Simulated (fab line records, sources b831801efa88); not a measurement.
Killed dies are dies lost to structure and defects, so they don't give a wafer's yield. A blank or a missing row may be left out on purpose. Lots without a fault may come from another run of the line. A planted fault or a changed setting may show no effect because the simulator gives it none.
One fault seen from 2 desks | flow gf180mcu | each desk has only its own numbers; what lay behind them comes last

THE TOOL OWNER'S DESK: pvd_sputter-04
The tool's own readings at GF_M4_SPUTTER_03 (material Ti, target thk 10 nm, time 6.7 s): means of the sampled wafers that have a number, for each lot that ran on this tool. A lot is out of limits, marked OUT, if its mean lies more than 4 standard deviations from the usual mean; the brackets give that distance.
Columns: A = chamber_pressure_pa at GF_M4_SPUTTER_03, usual 0.3000 Pa; B = throttle_valve_pct at GF_M4_SPUTTER_03, usual 30.0 %
lot  | first seen here | A                | B
L283 | day 22 19:58    | 0.3000           | 30.6
L284 | day 22 23:13    | 0.3003           | 29.2
L290 | day 25 09:38    | 0.2997           | 29.0
L292 | day 26 05:22    | 0.3135 (+21) OUT | 29.0
L296 | day 27 06:37    | 0.3070 (+11) OUT | 29.1
This desk's finding: out of limits on L292, L296; first on L292, day 26 05:22 (chamber_pressure_pa at GF_M4_SPUTTER_03). In limits: L283, L284, L290.

THE METROLOGY DESK
What the gauges read, lot by lot, whatever tool the lot ran on: means of the sampled wafers that have a number. A lot is out of limits, marked OUT, if its mean lies more than 4 standard deviations from the usual mean; the brackets give that distance.
Columns: A = cd_nm at GF_M3_CD_MEAS_14, usual 279.9 nm; B = V3_CVD_00_THK at GF_V3_THK_MEAS_01, usual 599 nm
lot  | first seen here | A     | B
L283 | day 21 16:55    | 279.5 | 595
L284 | day 21 20:34    | 278.4 | 593
L286 | day 23 01:20    | 279.9 | 602
L288 | day 23 11:25    | 279.4 | 600
L289 | day 23 21:52    | 279.6 | 604
L290 | day 24 09:04    | 280.9 | 601
L292 | day 25 05:08    | 277.9 | 601
L296 | day 26 06:50    | 279.0 | 589
L300 | day 27 12:34    | 278.4 | 597
L301 | day 27 16:41    | 278.8 | 605
L302 | day 28 00:19    | 279.2 | 600
L303 | day 28 06:02    | 281.3 | 595
L305 | day 28 18:53    | 283.0 | 597
This desk's finding: nothing out of limits on any of the 13 lots.

PUT TOGETHER
The tool owner's desk could have raised an alarm at day 26 05:22, on L292, L296.
The metrology desk saw nothing out of limits.
The metrology desk has L292, L296 on record, within its limits.
Of the lots named, all ran GF_M4_SPUTTER_03 on pvd_sputter-04.

WHAT THE SIMULATOR HAD PUT IN
Process parameter drift: pvd_sputter-04, from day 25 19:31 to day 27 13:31, at GF_M4_SPUTTER_03. Setting chamber_pressure_pa, moved by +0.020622, from 0.3. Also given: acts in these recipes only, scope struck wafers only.
Lots struck among those shown: L292, L296.
Hours from the fault's start to each desk's first reading out of limits: the tool owner's desk, 10.
